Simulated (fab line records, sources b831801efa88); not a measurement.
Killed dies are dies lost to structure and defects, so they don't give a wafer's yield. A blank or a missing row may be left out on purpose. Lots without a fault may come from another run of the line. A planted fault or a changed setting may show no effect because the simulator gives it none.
fab line records | flow sky130
record lots=13 wafers=39 last_day=51
route steps=708 shown VT_ADJUST_LVTN@117 VT_ADJUST_NCORE@129 CONTACT@407 VIA1@481 METAL2@485
lots that met no fault: from a run of the same line without faults
start_h: hours from the record's first day to the start of the lot's first wafer shown | wait_h: hours since the lot's step before | " the same as in the row above | L1.1+2: a row that stands for several wafers | - no value, or no start given | * or withheld: withheld | < > ~ a bound
route shown NAME@n: a module of which the file shows steps, and the number in the route of the first | usual: mean/standard deviation of fault-free wafers | same: alike in all rows | chamber/n: place in a boat | sites: the reading at each site | _std_site: their standard deviation | _edge_site: outer sites' mean less inner sites' | radius_mm: how far each site lies from the wafer's centre | mask NAME#n: copy n | behind: the tool/chamber that last shaped the wafer | hold: why the lot was held/for how many hours/how that ended | device: the transistor (n, p or np) that didn't switch | end of line: the same wafers' tests at the end of the route | a step without rows: its recipe alone | killed: dies lost to structure and defects at the first sort, not the wafer's yield | map: a wafer's dies, x killed, . not, _ none there
set.NAME: the setting as run; set.NAME@STEP: as run at that earlier step | model.NAME: the simulator's own value behind a step, which no gauge read
steps of the route over a sample of lots; a table a step, a row a wafer
services: from which hour (start_h, from the record's first day; less than 0 if before it) a tool's chamber was out of use, for how many hours, and why
## steps
# step SKY_VT_ADJUST_LVTN_STRIP_20
# recipe chemistry=O2/N2 power_w=1400 pressure_mtorr=1500 platen_temp_c=withheld o2_flow_sccm=3000 n2_flow_sccm=300 overash_fraction=0.5
# usual drypump_motor_current_A=6.0/0.31 n2_flow_sccm=300.0/0.79 oes_product_au=0.715/0.0047 strip_time_to_endpoint_s=14.17/0.041
# columns lot.wafer tool chamber start_h wait_h drypump_motor_current_A n2_flow_sccm oes_product_au rf_hours_counter_h strip_time_to_endpoint_s
L432.1 plasma_asher-01 0 173.19 0.1 5.6 299.2 0.709 49 14.19
L432.3 " 0 " " 5.6 298.4 0.716 - 14.20
L432.6 " 1 " " 6.2 298.8 0.724 - 14.19
L434.1 plasma_asher-01 0 180.76 0.1 5.5 301.9 0.709 49 14.18
L434.5 " 1 " " 6.3 301.6 0.709 - 14.15
L434.6 " 0 " " 5.5 300.3 0.713 - 14.16
L436.1 plasma_asher-03 1 198.99 0.1 5.6 298.8 0.920 41 -
L436.2 " 0 " " 6.3 299.6 0.899 41 -
L436.3 " 0 " " 6.3 301.1 0.925 - -
L437.3 plasma_asher-02 1 204.66 0.1 6.2 300.7 0.723 - 14.19
L437.5 " 1 " " 6.3 301.3 0.714 - 14.16
L437.6 " 0 " " 6.1 300.3 0.714 - 14.19
L440.2 plasma_asher-02 1 227.41 0.1 6.3 300.0 0.718 11 14.24
L440.3 " 1 " " 6.2 301.0 0.712 - 14.22
L440.4 " 0 " " 6.1 299.1 0.713 - 14.23
L444.1 plasma_asher-02 1 245.64 0.1 6.2 299.8 0.712 13 14.21
L444.2 " 0 " " 6.1 300.6 0.722 13 14.16
L444.5 " 1 " " 6.3 298.3 0.717 - 14.18
L445.1 plasma_asher-01 1 257.26 0.1 6.3 300.1 0.703 58 14.14
L445.3 " 1 " " 6.3 300.0 0.711 - 14.15
L445.5 " 0 " " 5.6 299.9 0.722 - 14.13
L447.1 plasma_asher-03 0 270.77 0.1 6.3 299.7 0.720 48 14.20
L447.2 " 1 " " 5.6 298.5 0.718 48 14.16
L447.3 " 0 " " 6.3 300.3 0.716 - 14.19
L448.1 plasma_asher-03 0 273.54 0.1 6.3 300.2 0.720 48 14.10
L448.3 " 0 " " 6.3 301.5 0.723 - 14.07
L448.6 " 0 " " 6.3 300.8 0.720 - 14.06
L450.1 plasma_asher-01 0 288.81 0.1 5.5 299.9 0.716 61 14.23
L450.2 " 1 " " 6.3 299.3 0.720 61 14.25
L450.4 " 0 " " 5.5 299.9 0.723 - 14.23
L451.1 plasma_asher-02 1 295.24 0.1 6.2 299.2 0.711 17 14.21
L451.3 " 1 " " 6.2 299.8 0.710 - 14.13
L451.5 " 0 " " 6.1 303.2 0.712 - 14.15
L452.1 plasma_asher-02 1 302.44 0.1 6.2 300.3 0.717 18 14.21
L452.2 " 0 " " 6.1 299.1 0.715 18 14.20
L452.6 " 0 " " 6.0 299.8 0.711 - 14.19
L454.2 plasma_asher-03 0 322.39 0.1 6.3 299.8 0.720 53 14.19
L454.3 " 1 " " 5.6 300.0 0.711 - 14.18
L454.5 " 0 " " 6.3 300.1 0.712 - 14.20
# step SKY_VT_ADJUST_NCORE_STRIP_10
# recipe chemistry=O2/N2 power_w=1400 pressure_mtorr=1500 platen_temp_c=withheld o2_flow_sccm=3000 n2_flow_sccm=300 overash_fraction=0.5
# usual drypump_motor_current_A=5.9/0.35 n2_flow_sccm=299.9/0.91 oes_product_au=0.716/0.0044 strip_time_to_endpoint_s=14.18/0.043
# columns lot.wafer tool chamber start_h wait_h drypump_motor_current_A n2_flow_sccm oes_product_au rf_hours_counter_h strip_time_to_endpoint_s
L432.1 plasma_asher-01 0 194.01 0.1 5.5 299.9 0.715 51 14.17
L432.3 " 1 " " 6.3 299.0 0.713 - 14.22
L432.6 " 0 " " 5.6 299.3 0.716 - 14.20
L434.1 plasma_asher-02 1 201.04 0.1 6.3 300.3 0.711 8 14.22
L434.5 " 0 " " 6.1 300.8 0.712 - 14.20
L434.6 " 1 " " 6.2 299.1 0.716 - 14.22
L436.1 plasma_asher-02 0 218.69 0.1 6.1 299.6 0.724 10 24.30
L436.2 " 1 " " 6.3 298.6 0.720 10 24.33
L436.3 " 0 " " 6.1 298.7 0.711 - 24.34
L437.3 plasma_asher-02 0 225.78 0.1 6.1 299.4 0.715 - 14.16
L437.5 " 1 " " 6.2 300.5 0.714 - 14.21
L437.6 " 0 " " 6.1 299.3 0.715 - 14.21
L440.2 plasma_asher-04 1 250.96 0.1 5.3 301.6 0.718 58 14.16
L440.3 " 0 " " 5.9 299.5 0.714 - 14.20
L440.4 " 1 " " 5.3 301.8 0.721 - 14.19
L444.1 plasma_asher-04 0 271.19 0.1 5.9 298.4 0.717 60 14.16
L444.2 " 1 " " 5.3 300.4 0.723 60 14.14
L444.5 " 1 " " 5.3 299.7 0.720 - 14.16
L445.1 plasma_asher-02 0 282.29 0.1 6.1 300.5 0.711 16 14.18
L445.3 " 0 " " 6.1 299.7 0.715 - 14.17
L445.5 " 0 " " 6.1 301.2 0.713 - 14.17
L447.1 plasma_asher-01 0 296.56 0.1 5.5 299.7 0.713 62 14.19
L447.2 " 1 " " 6.3 298.2 0.716 62 14.20
L447.3 " 0 " " 5.5 299.2 0.716 - 14.24
L448.1 plasma_asher-04 0 299.69 0.1 5.9 299.8 0.721 62 14.23
L448.3 " 1 " " 5.3 301.4 0.717 - 14.21
L448.6 " 1 " " 5.3 300.0 0.711 - 14.26
L450.1 plasma_asher-01 1 314.31 0.1 6.2 299.3 0.715 63 14.12
L450.2 " 0 " " 5.5 299.2 0.710 63 14.18
L450.4 " 1 " " 6.3 299.1 0.722 - 14.18
L451.1 plasma_asher-04 0 320.36 0.1 5.9 301.0 0.716 64 14.18
L451.3 " 1 " " 5.3 301.0 0.724 - 14.20
L451.5 " 0 " " 5.9 299.0 0.712 - 14.16
L452.1 plasma_asher-02 0 327.26 0.1 6.1 300.7 0.713 20 14.15
L452.2 " 1 " " 6.2 300.0 0.719 20 14.11
L452.6 " 1 " " 6.2 301.1 0.715 - 14.16
L454.2 plasma_asher-01 0 349.19 0.1 5.5 300.6 0.726 67 14.19
L454.3 " 0 " " 5.5 300.7 0.718 - 14.18
L454.5 " 0 " " 5.5 301.3 0.713 - 14.18
# step SKY_VT_ADJUST_NCORE_TW_MEAS_11
# usual VT_ADJUST_NCORE_TW=222.0/1
# columns lot.wafer tool chamber start_h wait_h VT_ADJUST_NCORE_TW
L432.1 film_metro-01 - 194.11 0.1 223.5
L432.3 " - " " 223.2
L432.6 " - " " 223.5
L434.1 film_metro-04 - 201.14 0.1 222.6
L434.5 " - " " 221.7
L434.6 " - " " 221.3
L436.1 film_metro-01 - 218.79 0.1 30.4
L436.2 " - " " 30.4
L436.3 " - " " 30.2
L437.3 film_metro-02 - 225.86 0.1 222.5
L437.5 " - " " 222.9
L437.6 " - " " 223.1
L440.2 film_metro-04 - 251.07 0.1 222.8
L440.3 " - " " 221.2
L440.4 " - " " 221.5
L444.1 film_metro-01 - 271.29 0.1 220.3
L444.2 " - " " 221.1
L444.5 " - " " 220.1
L445.1 film_metro-01 - 282.39 0.1 221.1
L445.3 " - " " 221.7
L445.5 " - " " 220.1
L447.1 film_metro-04 - 296.66 0.1 223.9
L447.2 " - " " 223.3
L447.3 " - " " 221.9
L448.1 film_metro-01 - 299.79 0.1 221.5
L448.3 " - " " 222.0
L448.6 " - " " 220.9
L450.1 film_metro-01 - 314.41 0.1 221.7
L450.2 " - " " 221.2
L450.4 " - " " 220.9
L451.1 film_metro-02 - 320.46 0.1 222.7
L451.3 " - " " 222.1
L451.5 " - " " 223.3
L452.1 film_metro-04 - 327.36 0.1 221.7
L452.2 " - " " 221.5
L452.6 " - " " 223.7
L454.2 film_metro-04 - 349.30 0.1 222.5
L454.3 " - " " 222.5
L454.5 " - " " 222.2
# step SKY_CONTACT_THK_MEAS_01
# recipe reads=Si3N4_of_CONTACT_CVD_00
# usual CONTACT_CVD_00_THK=74.9/0.92
# columns lot.wafer tool chamber start_h wait_h CONTACT_CVD_00_THK[nm]
L432.1 film_metro-02 - 715.04 - 73.6
L432.3 " - " " 75.7
L432.6 " - " " 74.4
L434.1 film_metro-02 - 724.62 - 74.3
L434.5 " - " " 76.2
L434.6 " - " " 74.6
L436.1 film_metro-02 - 747.41 - 74.4
L436.2 " - " " 74.9
L436.3 " - " " 74.3
L437.3 film_metro-01 - 770.05 - 74.1
L437.5 " - " " 75.0
L437.6 " - " " 74.5
L440.2 film_metro-02 - 782.34 - 74.7
L440.3 " - " " 73.9
L440.4 " - " " 74.9
L444.1 film_metro-04 - 806.04 - 74.9
L444.2 " - " " 75.1
L444.5 " - " " 75.7
L445.1 film_metro-04 - 813.32 - 75.2
L445.3 " - " " 74.8
L445.5 " - " " 75.1
L447.1 film_metro-04 - 835.65 - 75.2
L447.2 " - " " 76.5
L447.3 " - " " 75.2
L448.1 film_metro-04 - 839.20 - 74.6
L448.3 " - " " 75.0
L448.6 " - " " 76.9
L450.1 film_metro-01 - 849.60 - 74.7
L450.2 " - " " 73.3
L450.4 " - " " 76.0
L451.1 film_metro-01 - 854.70 - 74.8
L451.3 " - " " 75.5
L451.5 " - " " 76.4
L452.1 film_metro-04 - 859.00 - 74.8
L452.2 " - " " 74.8
L452.6 " - " " 75.7
L454.2 film_metro-04 - 902.98 - 73.4
L454.3 " - " " 73.8
L454.5 " - " " 73.8
# step SKY_VIA1_THK_MEAS_23
# recipe thk_meas_gauge=xrf reads=W_of_VIA1_CVD_21
# usual VIA1_W_THK=269/3.1
# columns lot.wafer tool chamber start_h wait_h VIA1_W_THK[nm]
L432.1 film_metro-03 - 800.76 0.1 270
L432.3 " - " " 271
L432.6 " - " " 272
L434.1 film_metro-02 - 811.67 0.1 270
L434.5 " - " " 264
L434.6 " - " " 267
L436.1 film_metro-03 - 832.70 0.1 267
L436.2 " - " " 268
L436.3 " - " " 269
L437.3 film_metro-02 - 853.86 0.1 273
L437.5 " - " " 267
L437.6 " - " " 264
L440.2 film_metro-04 - 865.29 0.1 266
L440.3 " - " " 270
L440.4 " - " " 271
L444.1 film_metro-02 - 888.70 0.1 273
L444.2 " - " " 270
L444.5 " - " " 269
L445.1 film_metro-03 - 896.23 0.1 274
L445.3 " - " " 272
L445.5 " - " " 269
L447.1 film_metro-03 - 916.45 0.1 270
L447.2 " - " " 272
L447.3 " - " " 269
L448.1 film_metro-04 - 920.45 0.1 268
L448.3 " - " " 272
L448.6 " - " " 272
L450.1 film_metro-04 - 930.44 0.1 273
L450.2 " - " " 271
L450.4 " - " " 273
L451.1 film_metro-03 - 935.39 0.1 270
L451.3 " - " " 268
L451.5 " - " " 271
L452.1 film_metro-02 - 940.50 0.1 268
L452.2 " - " " 266
L452.6 " - " " 267
L454.2 film_metro-02 - 989.80 0.1 264
L454.3 " - " " 268
L454.5 " - " " 264
# step SKY_METAL2_SPUTTER_02
# recipe material=AlCu target_thk_nm=250 power_w=10600 time_s=13.3 chamber_pressure_pa=0.4
# usual cathode_dc_power_W=10600/1.8 throttle_valve_pct=30.4/1
# columns lot.wafer tool chamber start_h wait_h cathode_dc_power_W throttle_valve_pct
L432.1 pvd_sputter-01 - 801.17 0.0 10600 30.8
L432.3 " - " " 10596 30.6
L432.6 " - " " 10601 31.2
L434.1 pvd_sputter-04 - 812.07 0.0 10601 30.7
L434.5 " - " " 10601 29.2
L434.6 " - " " 10601 29.4
L436.1 pvd_sputter-04 - 833.10 0.0 10603 29.3
L436.2 " - " " 10599 30.9
L436.3 " - " " 10599 29.3
L437.3 pvd_sputter-01 - 854.25 0.0 10599 30.0
L437.5 " - " " 10599 30.7
L437.6 " - " " 10600 31.0
L440.2 pvd_sputter-01 - 865.69 0.0 10601 30.6
L440.3 " - " " 10599 30.9
L440.4 " - " " 10597 29.9
L444.1 pvd_sputter-02 - 889.11 0.0 10597 30.1
L444.2 " - " " 10599 30.1
L444.5 " - " " 10599 29.9
L445.1 pvd_sputter-04 - 896.64 0.0 10602 29.3
L445.3 " - " " 10600 28.8
L445.5 " - " " 10599 32.6
L447.1 pvd_sputter-04 - 916.85 0.0 10600 29.0
L447.2 " - " " 10602 30.5
L447.3 " - " " 10599 29.4
L448.1 pvd_sputter-02 - 920.86 0.0 10601 29.6
L448.3 " - " " 10601 29.8
L448.6 " - " " 10603 29.9
L450.1 pvd_sputter-04 - 930.84 0.0 10601 29.0
L450.2 " - " " 10596 32.3
L450.4 " - " " 10601 30.6
L451.1 pvd_sputter-01 - 935.80 0.0 10600 30.8
L451.3 " - " " 10600 29.9
L451.5 " - " " 10599 31.0
L452.1 pvd_sputter-01 - 940.91 0.0 10599 30.7
L452.2 " - " " 10599 31.0
L452.6 " - " " 10600 30.5
L454.2 pvd_sputter-04 - 990.19 0.0 10600 29.1
L454.3 " - " " 10602 30.5
L454.5 " - " " 10602 32.5
## services
# columns tool chamber start_h hours kind
plasma_asher-01 - 154.29 2.0 repair
plasma_asher-02 - 188.72 2.8 pm
plasma_asher-02 - 220.60 1.0 repair
plasma_asher-02 - 249.08 4.1 repair
plasma_asher-02 - 280.34 1.6 repair
pvd_sputter-04 - 287.45 33.1 repair
plasma_asher-01 - 365.66 2.8 pm
pvd_sputter-04 - 390.59 6.1 repair
pvd_sputter-01 - 399.27 1.4 repair
pvd_sputter-04 - 404.99 1.0 repair
plasma_asher-01 - 421.25 9.0 pm
pvd_sputter-04 - 438.44 3.3 repair
pvd_sputter-01 - 639.61 3.4 repair
pvd_sputter-01 - 667.01 13.7 repair
pvd_sputter-04 - 679.68 14.6 repair
pvd_sputter-04 - 711.64 2.6 repair
pvd_sputter-04 - 742.45 4.5 repair
plasma_asher-02 - 772.06 7.3 pm
pvd_sputter-01 - 778.43 4.8 repair
pvd_sputter-01 - 830.32 6.7 repair
pvd_sputter-01 - 848.58 1.0 repair
pvd_sputter-01 - 853.10 0.7 repair
plasma_asher-02 - 906.54 1.3 repair
plasma_asher-01 - 948.41 1.1 repair
## key
first_sign step=SKY_VT_ADJUST_LVTN_STRIP_20 reading=oes_product_au direction=up sigmas=42 usual=0.715 struck=0.915
effect step=SKY_VT_ADJUST_NCORE_STRIP_10 reading=strip_time_to_endpoint_s direction=up sigmas=99+ usual=* struck=*
effect step=SKY_VT_ADJUST_NCORE_TW_MEAS_11 reading=VT_ADJUST_NCORE_TW direction=down sigmas=99+ usual=222.0 struck=30.3
met_at SKY_VT_ADJUST_LVTN_STRIP_20
struck_lots L436
sort_left_out L436.1,L436.2,L436.3
tester_left_out L436
not_acting_at SKY_CONTACT_THK_MEAS_01,SKY_VIA1_THK_MEAS_23,SKY_METAL2_SPUTTER_02
fault kind=strip_aborted tool=plasma_asher-03 chamber=- onset_h=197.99 steps=SKY_VT_ADJUST_LVTN_STRIP_20 offset=0.82613 end_h=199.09
# tester_left_out: of these lots the tester's yield and bins aren't shown, on N5 and GAA mostly nor the transistor test; their killed dies are dies lost to structure and defects alone, not to doping, threshold or leakage, so they don't give the yield
# sort_left_out: the simulated sort isn't trusted on such a fault, so these wafers' sort isn't shown, and their yield isn't known
